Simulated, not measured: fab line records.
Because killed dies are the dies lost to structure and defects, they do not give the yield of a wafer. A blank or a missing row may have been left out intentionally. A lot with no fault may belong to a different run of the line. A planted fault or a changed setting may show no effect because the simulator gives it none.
fab line records	flow gf180mcu
[record] lots = 5	wafers = 23
route steps=602 shown HV_LDD@217 NSD@244 PSD@254 SAB@268 CONTACT@299 V1@356 M2@362
start-h: hours from the record's opening day to when the first of the lot's shown wafers began	wait-h: hours since the lot's step before	" unchanged from the row above	L1.1+2: several wafers, shown together as one row	- either no value or no given start	* or withheld: withheld	< > ~ a bound
route shown NAME@n: NAME is a module with steps in the file, n the number in the route of the first one	usual: mean/standard deviation of fault-free wafers	same: alike in all rows	chamber/n: place in a boat	sites: per-site readings	_std_site: the standard deviation of these	_edge_site: inner sites' mean taken away from outer sites' mean	radius-mm: for every site, how far away it sits from the centre of the wafer	mask NAME#n: copy n	behind: the tool/chamber that last shaped the wafer	hold: what put the lot on hold/how long, in hours/how the hold closed	device: the transistor (n, p or np) that didn't switch	end of line: the same wafers' tests at the end of the route	for a step that has no rows: nothing shown but its recipe	killed: the dies lost at the first sort to structure and to defects; this is not the yield of the wafer	map: a wafer's dies, marking killed ones x, the rest . and places with no die _
set.NAME: the setting the step ran with; set.NAME@STEP: the setting that earlier step ran with	model.NAME: the simulator's own value behind a step, which no gauge read
one table per step and one row per wafer, for lots whose settings were changed on purpose
[[steps]]
[step GF_HV_LDD_COAT_41]
[recipe] resist = NOVOLAK	spin-rpm = 3000	resist-thk-nm = 1000
lot.wafer	tool	chamber	start-h	wait-h	set.resist-thk-nm
L074.1+6	litho-track-03	0	274.22	0.1	1029
L074.2+4+5	"	0	"	"	1000
L077.1+2+4+5+6	litho-track-03	0	291.92	0.1	1000
L079.1+3+6	litho-track-04	0	306.61	0.1	1000
L078.1+2+4+5+6	litho-track-03	0	310.27	0.1	1000
L084.1+2	litho-track-03	0	344.86	0.1	1049
L084.3+5+6	"	0	"	"	1000
[step GF_HV_LDD_SOFTBAKE_42]
[recipe] temp-c = 90	time-s = 60	resist = NOVOLAK
[step GF_HV_LDD_EXPOSE_43]
[recipe] mask-id = Pplus_HV_AREA	target-cd-nm = 400	na = 0.6	source-shape = conventional	sigma-outer = 0.6	dose-mj = 140
[step GF_HV_LDD_IMPLANT_48]
[recipe] species = B	energy-kev = 25	dose-cm2 = 2.951e+13	tilt-deg = 7
[step GF_HV_LDD_STRIP_49]
[recipe] chemistry = O2/N2	power-w = 1400	pressure-mtorr = 1500	platen-temp-c = 250	o2-flow-sccm = 3000	n2-flow-sccm = 300	overash-fraction = 0.5
[usual] strip-time-to-endpoint-s = 12.63/0.045
lot.wafer	tool	chamber	start-h	wait-h	set.resist-thk-nm@HV_LDD_COAT_41	strip-time-to-endpoint-s
L074.1	plasma-asher-03	0	284.92	0.1	1029	12.94
L074.2	"	1	"	"	1000	12.69
L074.4	"	0	"	"	1000	12.65
L074.5	"	0	"	"	1000	12.66
L074.6	"	1	"	"	1029	12.95
L077.1	plasma-asher-03	1	301.82	0.1	1000	12.73
L077.2	"	0	"	"	1000	12.68
L077.4	"	1	"	"	1000	12.69
L077.5	"	1	"	"	1000	12.69
L077.6	"	0	"	"	1000	12.71
L079.1	plasma-asher-03	1	316.82	0.1	1000	12.63
L079.3	"	1	"	"	1000	12.62
L079.6	"	0	"	"	1000	12.67
L078.1	plasma-asher-01	1	320.92	0.1	1000	12.68
L078.2	"	0	"	"	1000	12.65
L078.4	"	0	"	"	1000	12.67
L078.5	"	1	"	"	1000	12.67
L078.6	"	0	"	"	1000	12.64
L084.1	plasma-asher-01	1	356.22	0.1	1049	13.11
L084.2	"	0	"	"	1049	13.15
L084.3	"	1	"	"	1000	12.61
L084.5	"	0	"	"	1000	12.64
L084.6	"	1	"	"	1000	12.62
[step GF_NSD_IMPLANT_09]
[recipe] species = As	energy-kev = 60	dose-cm2 = 4e+15	tilt-deg = 7
lot.wafer	tool	chamber	start-h	wait-h	set.energy-kev	model.implant.rp-nm	model.implant.drp-nm
L074.1+2+4+5+6	implanter-02	0	308.02	0.0	60	37.01	16.15
L077.1+4+5	implanter-01	0	325.69	0.0	58	34.87	15.74
L077.2+6	"	0	"	"	60	35.86	16.15
L079.1+3+6	implanter-03	0	340.99	0.0	60	37.43	16.15
L078.1+5	implanter-01	0	344.57	0.0	60	37.43	16.15
L078.2+4+6	"	0	"	"	64.11	39.57	16.99
L084.1+3+6	implanter-01	0	381.57	0.0	55.71	35.8	15.26
L084.2+5	"	0	"	"	60	38.06	16.15
[step GF_NSD_IMPLANT_10]
[recipe] species = P	energy-kev = 40	dose-cm2 = 5e+14	tilt-deg = 7
[step GF_NSD_STRIP_11]
[recipe] chemistry = O2/N2	power-w = 1400	pressure-mtorr = 1500	platen-temp-c = 250	o2-flow-sccm = 3000	n2-flow-sccm = 300	overash-fraction = 0.5
[usual] strip-time-to-endpoint-s = 22.948/0.029
lot.wafer	tool	chamber	start-h	wait-h	set.energy-kev@NSD_IMPLANT_09	strip-time-to-endpoint-s
L074.1	plasma-asher-01	0	308.32	0.1	60	22.938
L074.2	"	1	"	"	60	22.887
L074.4	"	0	"	"	60	22.946
L074.5	"	1	"	"	60	22.910
L074.6	"	0	"	"	60	22.965
L077.1	plasma-asher-03	0	325.99	0.1	58	22.699
L077.2	"	1	"	"	60	22.974
L077.4	"	1	"	"	58	22.682
L077.5	"	0	"	"	58	22.706
L077.6	"	1	"	"	60	23.009
L079.1	plasma-asher-01	0	341.29	0.1	60	22.927
L079.3	"	1	"	"	60	22.969
L079.6	"	0	"	"	60	22.990
L078.1	plasma-asher-03	0	344.87	0.1	60	22.943
L078.2	"	1	"	"	64.11	23.479
L078.4	"	0	"	"	64.11	23.482
L078.5	"	1	"	"	60	22.952
L078.6	"	0	"	"	64.11	23.509
L084.1	plasma-asher-01	1	381.97	0.2	55.71	22.394
L084.2	"	0	"	"	60	22.988
L084.3	"	0	"	"	55.71	22.372
L084.5	"	1	"	"	60	22.933
L084.6	"	0	"	"	55.71	22.392
[step GF_PSD_DEVELOP_06]
[recipe] develop-time-s = 60	dev-temp-c = 23
lot.wafer	tool	chamber	start-h	wait-h	set.develop-time-s
L074.1+5	litho-track-03	0	328.16	0.1	56.06
L074.2+4+6	"	0	"	"	60
L077.1+5+6	litho-track-03	0	346.41	0.1	60
L077.2+4	"	0	"	"	68.63
L079.1+3+6	litho-track-01	0	362.68	0.1	60
L078.1+4	litho-track-04	0	365.76	0.1	56.16
L078.2+5+6	"	0	"	"	60
L084.1+2+5	litho-track-01	0	404.38	0.1	60
L084.3+6	"	0	"	"	63.91
[step GF_PSD_CD_MEAS_07]
[recipe] target-cd-nm = 400
[usual] cd-nm = 400.7/1.7
lot.wafer	tool	chamber	start-h	wait-h	set.develop-time-s@PSD_DEVELOP_06	cd-nm
L074.1	cd-sem-01	-	328.31	0.1	56.06	394.5
L074.2	"	-	"	"	60	402.8
L074.4	"	-	"	"	60	401.3
L074.5	"	-	"	"	56.06	393.5
L074.6	"	-	"	"	60	400.0
L077.1	cd-sem-02	-	346.56	0.1	60	399.2
L077.2	"	-	"	"	68.63	411.1
L077.4	"	-	"	"	68.63	413.3
L077.5	"	-	"	"	60	401.6
L077.6	"	-	"	"	60	400.8
L079.1	cd-sem-01	-	362.83	0.1	60	400.1
L079.3	"	-	"	"	60	402.0
L079.6	"	-	"	"	60	399.5
L078.1	cd-sem-02	-	365.91	0.1	56.16	395.4
L078.2	"	-	"	"	60	404.8
L078.4	"	-	"	"	56.16	394.7
L078.5	"	-	"	"	60	401.9
L078.6	"	-	"	"	60	402.1
L084.1	cd-sem-02	-	404.53	0.1	60	400.4
L084.2	"	-	"	"	60	400.6
L084.3	"	-	"	"	63.91	406.1
L084.5	"	-	"	"	60	400.1
L084.6	"	-	"	"	63.91	406.6
[step GF_PSD_IMPLANT_09]
[recipe] species = BF2	energy-kev = 40	dose-cm2 = 1.5e+15	tilt-deg = 7
[step GF_PSD_CLEAN_12]
[recipe] chemistry = SC1/SC2	mix = 1:4:20	temp-c = 70	time-s = 150	dry = n2-spin
[step GF_PSD_RTA_13]
[recipe] temp-c = 1025	time-s = 20	ambient = N2
[step GF_PSD_RS_MEAS_14]
[recipe] thk-meas-gauge = four-point-probe
[usual] NSD_RS = 46.10/0.096
lot.wafer	tool	chamber	start-h	wait-h	set.energy-kev@NSD_IMPLANT_09	NSD_RS[ohm/sq]
L074.1	film-metro-04	-	328.91	0.1	60	46.07
L074.2	"	-	"	"	60	46.14
L074.4	"	-	"	"	60	46.03
L074.5	"	-	"	"	60	46.08
L074.6	"	-	"	"	60	46.00
L077.1	film-metro-02	-	347.16	0.1	58	46.73
L077.2	"	-	"	"	60	46.25
L077.4	"	-	"	"	58	46.70
L077.5	"	-	"	"	58	46.76
L077.6	"	-	"	"	60	46.21
L079.1	film-metro-01	-	363.43	0.1	60	46.08
L079.3	"	-	"	"	60	46.03
L079.6	"	-	"	"	60	45.97
L078.1	film-metro-02	-	366.51	0.1	60	46.17
L078.2	"	-	"	"	64.11	45.03
L078.4	"	-	"	"	64.11	45.02
L078.5	"	-	"	"	60	46.31
L078.6	"	-	"	"	64.11	45.06
L084.1	film-metro-04	-	405.13	0.1	55.71	47.26
L084.2	"	-	"	"	60	45.97
L084.3	"	-	"	"	55.71	47.34
L084.5	"	-	"	"	60	45.99
L084.6	"	-	"	"	55.71	47.29
[step GF_SAB_COAT_04]
[recipe] resist = NOVOLAK	spin-rpm = 3000	resist-thk-nm = 1000
lot.wafer	tool	chamber	start-h	wait-h	set.spin-rpm	model.NOVOLAK_of_SAB_COAT_04.thk-nm
L074.1	litho-track-01	0	338.88	0.1	3000	1000
L074.2	"	0	"	"	3000	1003
L074.4	"	0	"	"	3061	991.3
L074.5	"	0	"	"	3061	993.3
L074.6	"	0	"	"	3061	991.6
L077.1	litho-track-03	0	357.56	0.1	3000	1005
L077.2+6	"	0	"	"	3000	1004
L077.4	"	0	"	"	3000	1006
L077.5	"	0	"	"	3000	1001
L079.1	litho-track-02	0	375.17	0.1	3000	995.5
L079.3	"	0	"	"	3000	995.8
L079.6	"	0	"	"	3000	995.2
L078.1	litho-track-03	0	377.56	0.1	3000	1002
L078.2	"	0	"	"	3164	975.9
L078.4	"	0	"	"	3000	1004
L078.5	"	0	"	"	3000	1003
L078.6	"	0	"	"	3164	977.3
L084.1	litho-track-01	0	416.48	0.1	3000	1002
L084.2	"	0	"	"	3000	999.2
L084.3	"	0	"	"	3223	966
L084.5	"	0	"	"	3223	963.4
L084.6	"	0	"	"	3000	999.6
[step GF_SAB_DEVELOP_08]
[recipe] develop-time-s = 60	dev-temp-c = 23
lot.wafer	tool	chamber	start-h	wait-h	set.dev-temp-c
L074.1+2+5	litho-track-02	0	349.67	0.1	25.21
L074.4+6	"	0	"	"	23
L077.1+4	litho-track-03	0	368.86	0.1	20.64
L077.2+5+6	"	0	"	"	23
L079.1+3+6	litho-track-03	0	386.41	0.1	23
L078.1+2+4	litho-track-01	0	388.43	0.1	23
L078.5+6	"	0	"	"	24.85
L084.1+2+3	litho-track-01	0	428.53	0.1	23
L084.5+6	"	0	"	"	21.26
[step GF_SAB_CD_MEAS_09]
[recipe] target-cd-nm = 420
[usual] cd-nm = 419.3/1.9
lot.wafer	tool	chamber	start-h	wait-h	set.dev-temp-c@SAB_DEVELOP_08	cd-nm
L074.1	cd-sem-01	-	349.82	0.1	25.21	425.6
L074.2	"	-	"	"	25.21	425.8
L074.4	"	-	"	"	23	414.9
L074.5	"	-	"	"	25.21	424.1
L074.6	"	-	"	"	23	416.5
L077.1	cd-sem-02	-	369.01	0.1	20.64	414.3
L077.2	"	-	"	"	23	421.1
L077.4	"	-	"	"	20.64	413.8
L077.5	"	-	"	"	23	421.6
L077.6	"	-	"	"	23	421.4
L079.1	cd-sem-02	-	386.56	0.1	23	416.1
L079.3	"	-	"	"	23	416.0
L079.6	"	-	"	"	23	418.2
L078.1	cd-sem-02	-	388.58	0.1	23	418.1
L078.2	"	-	"	"	23	417.6
L078.4	"	-	"	"	23	419.5
L078.5	"	-	"	"	24.85	424.7
L078.6	"	-	"	"	24.85	425.0
L084.1	cd-sem-02	-	428.68	0.1	23	416.1
L084.2	"	-	"	"	23	418.6
L084.3	"	-	"	"	23	415.1
L084.5	"	-	"	"	21.26	408.8
L084.6	"	-	"	"	21.26	411.6
[step GF_SAB_ETCH_11]
[recipe] chemistry = C4F8/O2/Ar	mask-material = NOVOLAK	target = SiO2	target-depth-nm = 55	source-w = 1500	bias-w = 1200	pressure-mtorr = 40	c4f8-flow-sccm = withheld	O2_flow_sccm = 6	Ar_flow_sccm = 300	time-s = 8.5
lot.wafer	tool	chamber	start-h	wait-h	set.dev-temp-c@SAB_DEVELOP_08	model.SAB.cd-nm
L074.1	rie-diel-01	0	349.97	0.0	25.21	425.4
L074.2	"	3	"	"	25.21	425.1
L074.4	"	1	"	"	23	414.7
L074.5	"	0	"	"	25.21	423.4
L074.6	"	1	"	"	23	416.4
L077.1	rie-diel-01	3	369.17	0.0	20.64	414.4
L077.2	"	2	"	"	23	420.9
L077.4	"	1	"	"	20.64	414.1
L077.5+6	"	2,1	"	"	23	421.1
L079.1	rie-diel-04	2	386.72	0.0	23	416.2
L079.3	"	0	"	"	23	416.1
L079.6	"	3	"	"	23	417.8
L078.1	rie-diel-01	3	388.74	0.0	23	418.3
L078.2	"	2	"	"	23	417.5
L078.4	"	1	"	"	23	420.4
L078.5	"	0	"	"	24.85	425.5
L078.6	"	1	"	"	24.85	425
L084.1	rie-diel-04	0	428.83	0.0	23	416.1
L084.2	"	1	"	"	23	418.4
L084.3	"	2	"	"	23	415.4
L084.5	"	1	"	"	21.26	408.5
L084.6	"	0	"	"	21.26	411.9
[step GF_SAB_WET_ETCH_12]
[recipe] chemistry = dHF	target-depth-nm = 22	dry = n2-spin	target = SiO2	temp-c = 25	dilution = 100:1	time-s = 440
[step GF_SAB_STRIP_13]
[recipe] chemistry = O2/N2	power-w = 1400	pressure-mtorr = 1500	platen-temp-c = 250	o2-flow-sccm = 3000	n2-flow-sccm = 300	overash-fraction = 0.5
[usual] strip-time-to-endpoint-s = 12.61/0.043
lot.wafer	tool	chamber	start-h	wait-h	set.spin-rpm@SAB_COAT_04	strip-time-to-endpoint-s
L074.1	plasma-asher-04	0	350.13	0.0	3000	12.62
L074.2	"	1	"	"	3000	12.66
L074.4	"	0	"	"	3061	12.50
L074.5	"	0	"	"	3061	12.55
L074.6	"	1	"	"	3061	12.52
L077.1	plasma-asher-03	0	369.32	0.0	3000	12.66
L077.2	"	1	"	"	3000	12.65
L077.4	"	1	"	"	3000	12.68
L077.5	"	1	"	"	3000	12.63
L077.6	"	0	"	"	3000	12.66
L079.1	plasma-asher-04	1	386.88	0.0	3000	12.57
L079.3	"	1	"	"	3000	12.56
L079.6	"	1	"	"	3000	12.55
L078.1	plasma-asher-02	1	388.89	0.0	3000	12.63
L078.2	"	0	"	"	3164	12.33
L078.4	"	0	"	"	3000	12.65
L078.5	"	1	"	"	3000	12.63
L078.6	"	0	"	"	3164	12.34
L084.1	plasma-asher-02	0	428.99	0.0	3000	12.63
L084.2	"	1	"	"	3000	12.61
L084.3	"	1	"	"	3223	12.21
L084.5	"	1	"	"	3223	12.18
L084.6	"	0	"	"	3000	12.60
[step GF_CONTACT_PEB_12]
[recipe] peb-temp-c = 135	peb-time-s = 90	resist = KrF
lot.wafer	tool	chamber	start-h	wait-h	set.peb-temp-c
L074.1+6	litho-track-02	0	-	-	131.7
L074.2+4+5	"	0	"	"	135
L077.1+2+5	litho-track-03	0	-	-	135
L077.4+6	"	0	"	"	131.3
L079.1+3+6	litho-track-04	0	-	-	135
L078.1+4+6	litho-track-04	0	-	-	131.5
L078.2+5	"	0	"	"	135
L084.1+5	litho-track-03	0	-	-	135
L084.2+3+6	"	0	"	"	136.2
[step GF_CONTACT_DEVELOP_13]
[recipe] develop-time-s = 60	resist = KrF	dev-temp-c = 21
lot.wafer	tool	chamber	start-h	wait-h	set.dev-temp-c
L074.1+4+5	litho-track-02	0	373.47	0.2	17.6
L074.2+6	"	0	"	"	21
L077.1+2+4+5+6	litho-track-03	0	392.86	0.2	21
L079.1+3+6	litho-track-04	0	410.91	0.2	21
L078.1+2+5	litho-track-04	0	412.96	0.2	21
L078.4+6	"	0	"	"	22.3
L084.1+3	litho-track-03	0	454.16	0.2	23.88
L084.2+5+6	"	0	"	"	21
[step GF_CONTACT_CD_MEAS_14]
[recipe] target-cd-nm = 220
[usual] cd-nm = 220.6/1.7
lot.wafer	tool	chamber	start-h	wait-h	set.peb-temp-c@CONTACT_PEB_12	cd-nm
L074.1	cd-sem-01	-	373.62	0.1	131.7	209.5
L074.2	"	-	"	"	135	218.6
L074.4	"	-	"	"	135	219.4
L074.5	"	-	"	"	135	218.9
L074.6	"	-	"	"	131.7	208.3
L077.1	cd-sem-01	-	393.01	0.1	135	221.3
L077.2	"	-	"	"	135	221.9
L077.4	"	-	"	"	131.3	209.3
L077.5	"	-	"	"	135	220.2
L077.6	"	-	"	"	131.3	209.9
L079.1	cd-sem-01	-	411.06	0.1	135	220.3
L079.3	"	-	"	"	135	220.7
L079.6	"	-	"	"	135	220.6
L078.1	cd-sem-01	-	413.11	0.1	131.5	208.9
L078.2	"	-	"	"	135	219.3
L078.4	"	-	"	"	131.5	208.3
L078.5	"	-	"	"	135	221.3
L078.6	"	-	"	"	131.5	208.6
L084.1	cd-sem-02	-	454.31	0.1	135	217.8
L084.2	"	-	"	"	136.2	221.5
L084.3	"	-	"	"	136.2	222.7
L084.5	"	-	"	"	135	217.7
L084.6	"	-	"	"	136.2	222.4
[step GF_CONTACT_ETCH_16]
[recipe] chemistry = N2/H2	target-depth-a = withheld	overetch-a = withheld	time-s = withheld	target = BARC	ion-energy-ev = 200	source-w = 500	bias-w = 100	pressure-mtorr = 30	n2-flow-sccm = 100	h2-flow-sccm = 200
lot.wafer	tool	chamber	start-h	wait-h	set.peb-temp-c@CONTACT_PEB_12	model.CONTACT.cd-nm
L074.1	rie-diel-04	0	373.77	0.0	131.7	208.2
L074.2	"	3	"	"	135	219.1
L074.4	"	3	"	"	135	219.4
L074.5	"	1	"	"	135	219.5
L074.6	"	0	"	"	131.7	207.2
L077.1	rie-diel-04	3	393.17	0.0	135	221
L077.2	"	0	"	"	135	220.2
L077.4	"	1	"	"	131.3	209.4
L077.5	"	1	"	"	135	220.4
L077.6	"	0	"	"	131.3	208.8
L079.1	rie-diel-04	1	411.22	0.0	135	220.4
L079.3	"	2	"	"	135	221.1
L079.6	"	2	"	"	135	221.8
L078.1	rie-diel-02	1	413.27	0.0	131.5	208.2
L078.2	"	0	"	"	135	218.9
L078.4	"	2	"	"	131.5	206.9
L078.5	"	3	"	"	135	221.2
L078.6	"	2	"	"	131.5	207.7
L084.1	rie-diel-01	3	454.47	0.0	135	217.9
L084.2	"	1	"	"	136.2	221.4
L084.3+6	"	2	"	"	136.2	221.6
L084.5	"	3	"	"	135	216.8
[step GF_CONTACT_ETCH_17]
[recipe] chemistry = C4F8/O2/Ar	mask-material = KrF	target = SiO2	stop-on = CoSi2	source-w = 1500	bias-w = 1200	pressure-mtorr = 40	c4f8-flow-sccm = withheld	O2_flow_sccm = 6	Ar_flow_sccm = 300	time-s = withheld	target-depth-a = 8600
lot.wafer	tool	chamber	start-h	wait-h	set.peb-temp-c@CONTACT_PEB_12	model.CONTACT.cd-nm
L074.1	rie-diel-04	0	-	-	131.7	208.5
L074.2	"	3	"	"	135	219
L074.4	"	3	"	"	135	219.4
L074.5	"	1	"	"	135	218.6
L074.6	"	0	"	"	131.7	207.4
L077.1	rie-diel-04	3	-	-	135	220.2
L077.2	"	0	"	"	135	220.7
L077.4	"	1	"	"	131.3	208.8
L077.5	"	1	"	"	135	219.6
L077.6	"	0	"	"	131.3	208.9
L079.1	rie-diel-04	1	-	-	135	220.1
L079.3	"	2	"	"	135	220.5
L079.6	"	2	"	"	135	221.3
L078.1	rie-diel-02	1	-	-	131.5	207.7
L078.2	"	0	"	"	135	219.3
L078.4	"	2	"	"	131.5	207
L078.5	"	3	"	"	135	220.6
L078.6	"	2	"	"	131.5	207.8
L084.1	rie-diel-01	3	-	-	135	218.1
L084.2	"	1	"	"	136.2	221.3
L084.3	"	2	"	"	136.2	221.8
L084.5	"	3	"	"	135	217.1
L084.6	"	2	"	"	136.2	221.4
[step GF_V1_SPUTTER_21]
[recipe] material = Ti	target-thk-nm = 15	chamber-pressure-pa = 5	power-w = 2500	substrate-temp-c = 200	time-s = 80.02
lot.wafer	tool	chamber	start-h	wait-h	set.time-s	model.Ti_of_V1_SPUTTER_21.thk-nm
L074.1	pvd-sputter-02	-	423.83	0.0	88.98	16.69
L074.2+5	"	-	"	"	88.98	16.61
L074.4	"	-	"	"	80.02	15.15
L074.6	"	-	"	"	80.02	14.99
L077.1	pvd-sputter-04	-	444.53	0.0	89.76	16.73
L077.2	"	-	"	"	80.02	14.59
L077.4	"	-	"	"	80.02	14.93
L077.5	"	-	"	"	80.02	14.88
L077.6	"	-	"	"	89.76	16.77
L079.1	pvd-sputter-04	-	463.11	0.0	80.02	15.04
L079.3	"	-	"	"	80.02	14.91
L079.6	"	-	"	"	80.02	14.79
L078.1	pvd-sputter-04	-	465.61	0.0	75.36	13.66
L078.2	"	-	"	"	80.02	14.85
L078.4	"	-	"	"	80.02	14.79
L078.5	"	-	"	"	75.36	13.91
L078.6	"	-	"	"	75.36	13.78
L084.1	pvd-sputter-02	-	507.07	0.0	80.02	14.69
L084.2	"	-	"	"	85.78	16.01
L084.3	"	-	"	"	85.78	15.73
L084.5	"	-	"	"	85.78	15.93
L084.6	"	-	"	"	80.02	14.63
[step GF_M2_SPUTTER_00]
[recipe] material = Ti	target-thk-nm = 37.5	arriving-ion-energy-ev = 80	substrate-temp-c = 200	chamber-pressure-pa = 2	power-w = 4000	time-s = 150
lot.wafer	tool	chamber	start-h	wait-h	set.power-w	model.Ti_of_M2_SPUTTER_00.thk-nm
L074.1	pvd-sputter-01	-	424.52	0.2	4000	37.22
L074.2	"	-	"	"	4000	37.53
L074.4	"	-	"	"	4000	37.81
L074.5	"	-	"	"	4000	37.17
L074.6	"	-	"	"	4000	37.68
L077.1	pvd-sputter-01	-	445.22	0.2	3616	33.32
L077.2	"	-	"	"	3616	33.78
L077.4	"	-	"	"	4000	37.18
L077.5	"	-	"	"	4000	37.1
L077.6	"	-	"	"	3616	33.14
L079.1	pvd-sputter-01	-	463.80	0.1	4000	37.68
L079.3	"	-	"	"	4000	37.21
L079.6	"	-	"	"	4000	37.6
L078.1	pvd-sputter-01	-	466.30	0.2	4000	37.15
L078.2	"	-	"	"	3750	35.55
L078.4	"	-	"	"	4000	37.65
L078.5	"	-	"	"	4000	37.8
L078.6	"	-	"	"	3750	34.95
L084.1	pvd-sputter-03	-	507.76	0.2	4000	37.36
L084.2	"	-	"	"	4000	37.79
L084.3	"	-	"	"	4200	39.71
L084.5	"	-	"	"	4200	39.46
L084.6	"	-	"	"	4200	39.06
[[key]]
[split] step = GF_HV_LDD_COAT_41	setting = resist-thk-nm	stated = 1000	by = wafer
[response] step = GF_HV_LDD_STRIP_49	reading = strip-time-to-endpoint-s	change = *	per = 1%	r = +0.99
[split] step = GF_NSD_IMPLANT_09	setting = energy-kev	stated = 60	by = wafer
[response] step = GF_NSD_IMPLANT_09	reading = model.implant.rp-nm	change = +0.313	per = 1%	r = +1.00
[response] step = GF_NSD_IMPLANT_09	reading = model.implant.drp-nm	change = +0.123	per = 1%	r = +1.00
[response] step = GF_NSD_STRIP_11	reading = strip-time-to-endpoint-s	change = *	per = 1%	r = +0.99
[response] step = GF_PSD_RS_MEAS_14	reading = NSD_RS	change = -0.177	per = 1%	r = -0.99
[split] step = GF_PSD_DEVELOP_06	setting = develop-time-s	stated = 60	by = wafer
[response] step = GF_PSD_CD_MEAS_07	reading = cd-nm	change = +0.915	per = 1%	r = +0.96
[split] step = GF_SAB_COAT_04	setting = spin-rpm	stated = 3000	by = wafer
[response] step = GF_SAB_COAT_04	reading = model.NOVOLAK_of_SAB_COAT_04.thk-nm	change = -4.78	per = 1%	r = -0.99
[response] step = GF_SAB_STRIP_13	reading = strip-time-to-endpoint-s	change = *	per = 1%	r = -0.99
[split] step = GF_SAB_DEVELOP_08	setting = dev-temp-c	stated = 23	by = wafer
[response] step = GF_SAB_CD_MEAS_09	reading = cd-nm	change = +0.832	per = 1%	r = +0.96
[response] step = GF_SAB_ETCH_11	reading = model.SAB.cd-nm	change = +0.807	per = 1%	r = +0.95
[split] step = GF_CONTACT_PEB_12	setting = peb-temp-c	stated = 135	by = wafer
[response] step = GF_CONTACT_CD_MEAS_14	reading = cd-nm	change = +4.31	per = 1%	r = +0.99
[response] step = GF_CONTACT_ETCH_16	reading = model.CONTACT.cd-nm	change = +4.57	per = 1%	r = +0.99
[response] step = GF_CONTACT_ETCH_17	reading = model.CONTACT.cd-nm	change = +4.47	per = 1%	r = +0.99
[split] step = GF_CONTACT_DEVELOP_13	setting = dev-temp-c	stated = 21	by = wafer
response none clear
[split] step = GF_V1_SPUTTER_21	setting = time-s	stated = 80.02	by = wafer
[response] step = GF_V1_SPUTTER_21	reading = model.Ti_of_V1_SPUTTER_21.thk-nm	change = +0.156	per = 1%	r = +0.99
[split] step = GF_M2_SPUTTER_00	setting = power-w	stated = 4000	by = wafer
[response] step = GF_M2_SPUTTER_00	reading = model.Ti_of_M2_SPUTTER_00.thk-nm	change = +0.379	per = 1%	r = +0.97
